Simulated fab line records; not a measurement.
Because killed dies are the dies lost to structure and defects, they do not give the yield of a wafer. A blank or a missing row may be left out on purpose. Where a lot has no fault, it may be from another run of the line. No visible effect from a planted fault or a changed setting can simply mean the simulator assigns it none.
fab line records ; flow sky130
record lots=11; wafers=33; last_day=50
route steps=708 shown VT_ADJUST_LVTN@106 POLY_GATE@229 LDD_LDN@296 PAD_OPEN@708
lots untouched by any fault: they come from a run of this same line in which no faults occurred
start_h: the number of hours between the record's first day and the start of the first shown wafer of the lot ; wait_h: hours from the lot's prior step to this one ; " same as the row above ; L1.1+2: one row covering several wafers at once ; - either no value or no given start ; * or withheld: withheld ; < > ~ a bound
route shown NAME@n: a module of which the file shows steps, and the number in the route of the first ; usual: average and standard deviation across the fault-free wafers ; same: alike in all rows ; chamber/n: place in a boat ; sites: the reading at each site ; _std_site: their standard deviation ; _edge_site: the outer-site mean with the inner-site mean subtracted ; radius_mm: for every site, how far away it sits from the centre of the wafer ; mask NAME#n: copy n ; behind: the tool/chamber that last shaped the wafer ; hold: the reason the lot was held/the length of the hold in hours/how it ended ; device: names the non-switching transistor (n, p or np) ; end of line: tests of these same wafers at the route's end ; for a step that has no rows: nothing shown but its recipe ; killed: the dies lost at the first sort to structure and to defects; this is not the yield of the wafer ; map: a wafer's dies, marking killed ones x, the rest . and places with no die _
set.NAME: the run value of the setting; set.NAME@STEP: its run value at that earlier step ; model.NAME: the simulator's own value behind a step, which no gauge read
one table for each step of the route and one row for each wafer, over a sample of lots
services: the hour from which a tool's chamber was out of use, counted from the record's first day as start_h (under 0 if before that day), plus the number of hours and why
## steps
# step SKY_VT_ADJUST_LVTN_STRIP_09
# recipe chemistry=O2/N2; power_w=1400; pressure_mtorr=1500; platen_temp_c=withheld; o2_flow_sccm=3000; n2_flow_sccm=300; overash_fraction=0.5
# usual drypump_motor_current_A=5.7/0.34; oes_product_au=0.723/0.0047; strip_time_to_endpoint_s=36.92/0.088
lot.wafer;tool;chamber;start_h;wait_h;drypump_motor_current_A;oes_product_au;rf_hours_counter_h;strip_time_to_endpoint_s
L473.3;plasma_asher-03;0;144.11;0.1;6.2;0.727;-;36.77
L473.4;plasma_asher-03;1;144.11;0.1;5.2;0.723;-;36.80
L473.6;plasma_asher-03;0;144.11;0.1;6.2;0.731;-;36.77
L476.1;plasma_asher-03;0;160.02;0.1;6.2;0.720;36;36.96
L476.4;plasma_asher-03;0;160.02;0.1;6.2;0.722;-;37.02
L476.5;plasma_asher-03;1;160.02;0.1;5.2;0.726;-;36.97
L475.3;plasma_asher-02;0;160.16;0.1;5.3;0.725;-;36.97
L475.4;plasma_asher-02;1;160.16;0.1;6.1;0.720;-;36.89
L475.6;plasma_asher-02;0;160.16;0.1;5.2;0.729;-;36.99
L482.1;plasma_asher-02;1;199.42;0.1;6.1;0.731;8;37.01
L482.3;plasma_asher-02;1;199.42;0.1;6.1;0.723;-;36.86
L482.5;plasma_asher-02;1;199.42;0.1;6.1;0.724;-;36.96
L485.1;plasma_asher-03;0;217.97;0.1;6.2;0.716;41;36.93
L485.5;plasma_asher-03;0;217.97;0.1;6.2;0.725;-;36.87
L485.6;plasma_asher-03;1;217.97;0.1;5.2;0.718;-;36.88
L488.1;plasma_asher-02;0;238.52;0.1;5.3;0.718;12;37.09
L488.5;plasma_asher-02;0;238.52;0.1;5.3;0.730;-;37.05
L488.6;plasma_asher-02;1;238.52;0.1;6.0;0.721;-;37.08
L489.1;plasma_asher-02;0;243.12;0.1;5.3;0.716;12;36.79
L489.3;plasma_asher-02;0;243.12;0.1;5.3;0.716;-;36.74
L489.6;plasma_asher-02;0;243.12;0.1;5.3;0.732;-;36.78
L491.1;plasma_asher-01;0;257.17;0.1;5.7;0.723;55;36.87
L491.4;plasma_asher-01;1;257.17;0.1;5.9;0.726;-;36.88
L491.5;plasma_asher-01;0;257.17;0.1;5.7;0.725;-;36.95
L492.2;plasma_asher-01;0;262.87;0.1;5.7;0.713;55;36.91
L492.5;plasma_asher-01;1;262.87;0.1;5.9;0.725;-;36.82
L492.6;plasma_asher-01;0;262.87;0.1;5.7;0.729;-;36.90
L493.1;plasma_asher-01;1;280.92;0.1;5.9;0.717;57;36.94
L493.2;plasma_asher-01;0;280.92;0.1;5.7;0.723;57;37.00
L493.6;plasma_asher-01;1;280.92;0.1;5.9;0.724;-;37.04
L495.2;plasma_asher-01;0;299.17;0.1;5.7;0.727;59;36.84
L495.5;plasma_asher-01;0;299.17;0.1;5.7;0.720;-;36.94
L495.6;plasma_asher-01;1;299.17;0.1;5.9;0.716;-;36.82
# step SKY_POLY_GATE_ETCH_15
# recipe chemistry=N2/H2; target=BARC; ion_energy_ev=200; source_w=500; bias_w=100; pressure_mtorr=30; n2_flow_sccm=100; h2_flow_sccm=200; stop_on=SiO2; time_s=118.5; target_depth_a=1100
# usual drypump_motor_current_A=5.7/0.33; oes_product_au=0.717/0.0047; throttle_valve_pct=13.212/0.0096
lot.wafer;tool;chamber;start_h;wait_h;drypump_motor_current_A;oes_product_au;rf_hours_counter_h;throttle_valve_pct
L473.3;rie_diel-02;3;378.09;0.0;5.3;0.725;40;13.206
L473.4;rie_diel-02;1;378.09;0.0;5.7;0.720;6;13.202
L473.6;rie_diel-02;2;378.09;0.0;5.9;0.713;-;13.213
L475.3;rie_diel-01;2;391.04;0.0;6.2;0.712;13;13.226
L475.4;rie_diel-01;0;391.04;0.0;5.5;0.715;109;13.208
L475.6;rie_diel-01;3;391.04;0.0;5.7;0.715;-;13.210
L476.1;rie_diel-02;0;395.39;0.0;5.5;0.717;18;13.203
L476.4;rie_diel-02;2;395.39;0.0;6.0;0.707;5;13.218
L476.5;rie_diel-02;2;395.39;0.0;6.0;0.718;-;13.188
L482.1;rie_diel-02;0;441.79;0.0;5.5;0.720;19;13.210
L482.3;rie_diel-02;2;441.79;0.0;6.0;0.715;6;13.211
L482.5;rie_diel-02;1;441.79;0.0;5.7;0.717;-;13.200
L485.1;rie_diel-02;2;467.29;0.0;6.0;0.716;6;13.213
L485.5;rie_diel-02;0;467.29;0.0;5.5;0.721;-;13.217
L485.6;rie_diel-02;3;467.29;0.0;5.3;0.715;-;13.215
L488.1;rie_diel-02;2;498.14;0.0;6.0;0.719;7;13.197
L488.5;rie_diel-02;2;498.14;0.0;6.0;0.719;-;13.207
L488.6;rie_diel-02;1;498.14;0.0;5.7;0.713;-;13.211
L489.1;rie_diel-01;0;503.44;0.0;5.5;0.711;2;13.218
L489.3;rie_diel-01;1;503.44;0.0;5.1;0.718;1;13.215
L489.6;rie_diel-01;3;503.44;0.0;5.7;0.719;-;13.210
L491.1;rie_diel-01;2;522.34;0.0;6.2;0.709;16;13.205
L491.4;rie_diel-01;0;522.34;0.0;5.5;0.725;2;13.218
L491.5;rie_diel-01;2;522.34;0.0;6.1;0.722;-;13.197
L492.2;rie_diel-01;0;526.94;0.0;5.5;0.714;3;13.189
L492.5;rie_diel-01;2;526.94;0.0;6.2;0.717;-;13.209
L492.6;rie_diel-01;1;526.94;0.0;5.1;0.716;-;13.206
L493.1;rie_diel-03;3;548.79;0.0;5.5;0.721;6;13.224
L493.2;rie_diel-03;0;548.79;0.0;5.6;0.723;6;13.210
L493.6;rie_diel-03;3;548.79;0.0;5.5;0.716;-;13.206
L495.2;rie_diel-02;3;570.74;0.0;5.3;0.712;44;13.198
L495.5;rie_diel-02;0;570.74;0.0;5.5;0.713;-;13.192
L495.6;rie_diel-02;3;570.74;0.0;5.3;0.722;-;13.212
# step SKY_POLY_GATE_ETCH_16
# recipe stop_on=poly-Si; chemistry=CH3F/O2; target=Si3N4; source_w=400; bias_w=80; pressure_mtorr=25; ch3f_flow_sccm=40; O2_flow_sccm=30; time_s=147.5; target_depth_a=750
# usual drypump_motor_current_A=5.6/0.33; oes_product_au=0.640/0.0052; throttle_valve_pct=10.536/0.0091
lot.wafer;tool;chamber;start_h;wait_h;drypump_motor_current_A;oes_product_au;rf_hours_counter_h;throttle_valve_pct
L473.3;rie_diel-02;3;378.17;0.0;5.3;0.641;40;10.540
L473.4;rie_diel-02;1;378.17;0.0;5.7;0.638;6;10.526
L473.6;rie_diel-02;2;378.17;0.0;6.0;0.638;-;10.533
L475.3;rie_diel-01;2;391.12;0.0;6.2;0.644;13;10.533
L475.4;rie_diel-01;0;391.12;0.0;5.5;0.638;109;10.540
L475.6;rie_diel-01;3;391.12;0.0;5.7;0.632;-;10.551
L476.1;rie_diel-02;0;395.47;0.0;5.5;0.645;18;10.552
L476.4;rie_diel-02;2;395.47;0.0;6.0;0.627;5;10.543
L476.5;rie_diel-02;2;395.47;0.0;6.0;0.638;-;10.540
L482.1;rie_diel-02;0;441.87;0.0;5.5;0.641;19;10.554
L482.3;rie_diel-02;2;441.87;0.0;6.0;0.636;6;10.531
L482.5;rie_diel-02;1;441.87;0.0;5.7;0.634;-;10.528
L485.1;rie_diel-02;2;467.37;0.0;6.0;0.641;6;10.533
L485.5;rie_diel-02;0;467.37;0.0;5.5;0.637;-;10.528
L485.6;rie_diel-02;3;467.37;0.0;5.2;0.644;-;10.528
L488.1;rie_diel-02;2;498.22;0.0;5.9;0.639;7;10.540
L488.5;rie_diel-02;2;498.22;0.0;5.9;0.647;-;10.544
L488.6;rie_diel-02;1;498.22;0.0;5.7;0.635;-;10.512
L489.1;rie_diel-01;0;503.52;0.0;5.5;0.645;2;10.541
L489.3;rie_diel-01;1;503.52;0.0;5.1;0.649;1;10.531
L489.6;rie_diel-01;3;503.52;0.0;5.7;0.643;-;10.538
L491.1;rie_diel-01;2;522.42;0.0;6.2;0.629;16;10.524
L491.4;rie_diel-01;0;522.42;0.0;5.5;0.641;2;10.540
L491.5;rie_diel-01;2;522.42;0.0;6.2;0.644;-;10.533
L492.2;rie_diel-01;0;527.02;0.0;5.5;0.639;3;10.537
L492.5;rie_diel-01;2;527.02;0.0;6.2;0.639;-;10.542
L492.6;rie_diel-01;1;527.02;0.0;5.1;0.650;-;10.534
L493.1;rie_diel-03;3;548.87;0.0;5.5;0.637;6;10.534
L493.2;rie_diel-03;0;548.87;0.0;5.6;0.643;7;10.528
L493.6;rie_diel-03;3;548.87;0.0;5.5;0.640;-;10.550
L495.2;rie_diel-02;3;570.82;0.0;5.3;0.635;44;10.531
L495.5;rie_diel-02;0;570.82;0.0;5.4;0.641;-;10.545
L495.6;rie_diel-02;3;570.82;0.0;5.3;0.640;-;10.527
# step SKY_POLY_GATE_STRIP_18
# recipe chemistry=O2/N2; power_w=1400; pressure_mtorr=1500; platen_temp_c=withheld; o2_flow_sccm=3000; n2_flow_sccm=300; overash_fraction=0.5
# usual drypump_motor_current_A=5.7/0.39; oes_product_au=0.361/0.0041; strip_time_to_endpoint_s=3.16/0.03
lot.wafer;tool;chamber;start_h;wait_h;drypump_motor_current_A;oes_product_au;rf_hours_counter_h;strip_time_to_endpoint_s
L473.3;plasma_asher-03;1;378.36;0.1;5.2;0.362;-;3.15
L473.4;plasma_asher-03;0;378.36;0.1;6.2;0.360;-;3.19
L473.6;plasma_asher-03;1;378.36;0.1;5.2;0.363;-;3.20
L475.3;plasma_asher-03;1;391.31;0.1;5.2;0.358;-;3.14
L475.4;plasma_asher-03;0;391.31;0.1;6.2;0.361;-;3.18
L475.6;plasma_asher-03;1;391.31;0.1;5.2;0.361;-;3.11
L476.1;plasma_asher-04;0;395.63;0.0;5.7;0.361;71;3.17
L476.4;plasma_asher-04;1;395.63;0.0;5.8;0.369;-;3.20
L476.5;plasma_asher-04;0;395.63;0.0;5.7;0.361;-;3.24
L482.1;plasma_asher-02;0;442.03;0.0;5.3;0.369;32;3.16
L482.3;plasma_asher-02;1;442.03;0.0;6.1;0.356;-;3.19
L482.5;plasma_asher-02;0;442.03;0.0;5.3;0.364;-;3.18
L485.1;plasma_asher-04;1;467.53;0.0;5.7;0.375;3;3.60
L485.5;plasma_asher-04;1;467.53;0.0;5.7;0.361;-;3.17
L485.6;plasma_asher-04;0;467.53;0.0;5.7;0.359;-;3.18
L488.1;plasma_asher-02;0;498.38;0.0;5.3;0.378;37;3.53
L488.5;plasma_asher-02;1;498.38;0.0;6.1;0.362;-;3.12
L488.6;plasma_asher-02;0;498.38;0.0;5.2;0.360;-;3.11
L489.1;plasma_asher-04;1;503.67;0.0;5.7;0.357;7;3.12
L489.3;plasma_asher-04;0;503.67;0.0;5.7;0.361;-;3.13
L489.6;plasma_asher-04;0;503.67;0.0;5.7;0.361;-;3.14
L491.1;plasma_asher-04;1;522.58;0.0;5.7;0.361;9;3.18
L491.4;plasma_asher-04;0;522.58;0.0;5.7;0.359;-;3.15
L491.5;plasma_asher-04;1;522.58;0.0;5.7;0.359;-;3.15
L492.2;plasma_asher-03;0;527.18;0.0;6.2;0.366;72;3.18
L492.5;plasma_asher-03;1;527.18;0.0;5.2;0.362;-;3.16
L492.6;plasma_asher-03;0;527.18;0.0;6.2;0.360;-;3.19
L493.1;plasma_asher-02;1;549.03;0.0;6.1;0.354;43;3.16
L493.2;plasma_asher-02;0;549.03;0.0;5.2;0.360;43;3.20
L493.6;plasma_asher-02;1;549.03;0.0;6.1;0.368;-;3.14
L495.2;plasma_asher-03;0;570.98;0.0;6.2;0.356;77;3.18
L495.5;plasma_asher-03;0;570.98;0.0;6.2;0.362;-;3.19
L495.6;plasma_asher-03;1;570.98;0.0;5.2;0.367;-;3.24
# step SKY_POLY_GATE_CD_MEAS_22
# usual cd_nm=150.0/1.8
lot.wafer;tool;chamber;start_h;wait_h;cd_nm
L473.3;cd_sem-02;-;380.68;0.1;146.9
L473.4;cd_sem-02;-;380.68;0.1;149.5
L473.6;cd_sem-02;-;380.68;0.1;149.1
L475.3;cd_sem-02;-;392.79;0.1;149.7
L475.4;cd_sem-02;-;392.79;0.1;149.2
L475.6;cd_sem-02;-;392.79;0.1;152.0
L476.1;cd_sem-01;-;398.34;0.1;149.0
L476.4;cd_sem-01;-;398.34;0.1;145.1
L476.5;cd_sem-01;-;398.34;0.1;147.6
L482.1;cd_sem-02;-;443.99;0.1;150.0
L482.3;cd_sem-02;-;443.99;0.1;149.3
L482.5;cd_sem-02;-;443.99;0.1;149.5
L485.1;cd_sem-02;-;469.96;0.1;156.5
L485.5;cd_sem-02;-;469.96;0.1;150.3
L485.6;cd_sem-02;-;469.96;0.1;150.3
L488.1;cd_sem-02;-;499.84;0.1;158.0
L488.5;cd_sem-02;-;499.84;0.1;148.0
L488.6;cd_sem-02;-;499.84;0.1;150.1
L489.1;cd_sem-01;-;505.13;0.1;149.5
L489.3;cd_sem-01;-;505.13;0.1;150.5
L489.6;cd_sem-01;-;505.13;0.1;149.0
L491.1;cd_sem-02;-;524.04;0.1;150.1
L491.4;cd_sem-02;-;524.04;0.1;148.4
L491.5;cd_sem-02;-;524.04;0.1;149.7
L492.2;cd_sem-01;-;529.10;0.1;152.1
L492.5;cd_sem-01;-;529.10;0.1;153.5
L492.6;cd_sem-01;-;529.10;0.1;151.9
L493.1;cd_sem-02;-;550.48;0.1;150.8
L493.2;cd_sem-02;-;550.48;0.1;150.5
L493.6;cd_sem-02;-;550.48;0.1;151.5
L495.2;cd_sem-01;-;572.46;0.1;149.9
L495.5;cd_sem-01;-;572.46;0.1;148.8
L495.6;cd_sem-01;-;572.46;0.1;147.4
# step SKY_LDD_LDN_OVL_MEAS_07
# usual LDD_LDN_OVL=0.4/1.5
lot.wafer;tool;chamber;start_h;wait_h;LDD_LDN_OVL[nm]
L473.3;overlay-01;-;533.39;0.1;-0.2
L473.4;overlay-01;-;533.39;0.1;1.7
L473.6;overlay-01;-;533.39;0.1;-0.7
L475.3;overlay-01;-;546.20;0.1;-2.2
L475.4;overlay-01;-;546.20;0.1;-1.7
L475.6;overlay-01;-;546.20;0.1;-1.6
L476.1;overlay-02;-;551.07;0.1;1.3
L476.4;overlay-02;-;551.07;0.1;-1.0
L476.5;overlay-02;-;551.07;0.1;2.7
L482.1;overlay-01;-;596.28;0.1;0.4
L482.3;overlay-01;-;596.28;0.1;-0.8
L482.5;overlay-01;-;596.28;0.1;0.0
L485.1;overlay-01;-;620.72;0.1;0.6
L485.5;overlay-01;-;620.72;0.1;-0.4
L485.6;overlay-01;-;620.72;0.1;-0.5
L488.1;overlay-01;-;647.48;0.1;-1.7
L488.5;overlay-01;-;647.48;0.1;-2.0
L488.6;overlay-01;-;647.48;0.1;-0.4
L489.1;overlay-01;-;653.72;0.1;-1.1
L489.3;overlay-01;-;653.72;0.1;0.6
L489.6;overlay-01;-;653.72;0.1;-0.1
L491.1;overlay-02;-;672.68;0.1;2.0
L491.4;overlay-02;-;672.68;0.1;0.6
L491.5;overlay-02;-;672.68;0.1;1.2
L492.2;overlay-01;-;674.23;0.1;0.5
L492.5;overlay-01;-;674.23;0.1;2.6
L492.6;overlay-01;-;674.23;0.1;1.2
L493.1;overlay-01;-;696.18;0.1;-2.1
L493.2;overlay-01;-;696.18;0.1;-0.2
L493.6;overlay-01;-;696.18;0.1;-1.1
L495.2;overlay-01;-;715.94;0.1;2.9
L495.5;overlay-01;-;715.94;0.1;1.0
L495.6;overlay-01;-;715.94;0.1;2.1
# step SKY_PAD_OPEN_PROBE_99
# usual killed_at_M0_to_M3=44/7.2; killed_at_M4_up=3.1/1.7; killed_at_contacts=25/5.1; killed_at_front_end=14/4.6; killed_at_other=0.3/0.59; killed_dies=86/9.6; killed_open=47/7.4; killed_short=39/6
# same gross_dies=492; killed_at_back_side=0
lot.wafer;tool;chamber;start_h;wait_h;killed_at_M0_to_M3;killed_at_M4_up;killed_at_contacts;killed_at_front_end;killed_at_other;killed_dies;killed_open;killed_short
L485.6;prober-02;-;1140.38;0.2;33;1;24;17;0;75;44;31
# killed by level:class
L485.6 VIA1:geometric_particle:open=14 LI_CONTACT:geometric_particle:open=8 POLY_GATE:geometric_particle:short=7 CONTACT:geometric_particle:open=6 METAL1:geometric_particle:short=5 VIA2:geometric_particle:open=5 LOCAL_INTERCONNECT:geometric_particle:short=4 CONTACT:geometric_particle:short=4
## services
tool;chamber;start_h;hours;kind
rie_diel-02;-;149.69;2.8;pm
rie_diel-01;2;206.38;8.7;repair
rie_diel-01;2;220.17;6.3;repair
rie_diel-01;2;241.16;8.6;repair
plasma_asher-01;-;255.15;1.7;repair
rie_diel-02;-;278.80;0.3;repair
plasma_asher-02;-;279.06;2.4;repair
rie_diel-02;3;303.88;4.1;repair
rie_diel-01;-;308.78;0.4;repair
plasma_asher-03;-;334.27;2.8;pm
rie_diel-02;3;340.19;4.2;repair
plasma_asher-01;-;343.33;2.8;pm
rie_diel-01;-;379.11;1.5;repair
plasma_asher-02;-;405.88;2.8;pm
plasma_asher-04;-;421.25;9.0;pm
rie_diel-02;0;423.72;12.7;repair
plasma_asher-03;-;438.32;1.3;repair
rie_diel-02;2;469.74;5.8;repair
rie_diel-02;-;478.34;1.3;repair
rie_diel-02;-;507.25;0.8;repair
rie_diel-02;0;507.83;29.6;repair
plasma_asher-04;-;540.27;14.6;pm
plasma_asher-03;-;568.30;0.4;repair
rie_diel-02;-;568.81;0.3;repair
## key
first_sign step=SKY_POLY_GATE_STRIP_18; reading=strip_time_to_endpoint_s; direction=up; sigmas=14; usual=*; struck=*
effect step=SKY_POLY_GATE_STRIP_18; reading=oes_product_au; direction=up; sigmas=3.9; usual=0.361; struck=0.377
effect step=SKY_POLY_GATE_CD_MEAS_22; reading=cd_nm; direction=up; sigmas=3.9; usual=150.0; struck=157.3
met_at SKY_POLY_GATE_ETCH_15
struck_lots L485,L488
struck_wafers L485.1,L488.1
tester_left_out L485,L488
not_acting_at SKY_VT_ADJUST_LVTN_STRIP_09,SKY_POLY_GATE_ETCH_16,SKY_LDD_LDN_OVL_MEAS_07
onset_between 441.79 467.29
fault kind=process_parameter_drift; tool=rie_diel-02; chamber=-; onset_h=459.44; steps=SKY_POLY_GATE_ETCH_15; channel=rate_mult; offset=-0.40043; shape=step; end_h=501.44; scope=struck_wafers_only
# tester_left_out: of these lots the tester's yield and bins aren't shown, on N5 and GAA mostly nor the transistor test; their killed dies are dies lost to structure and defects alone, not to doping, threshold or leakage, so they don't give the yield
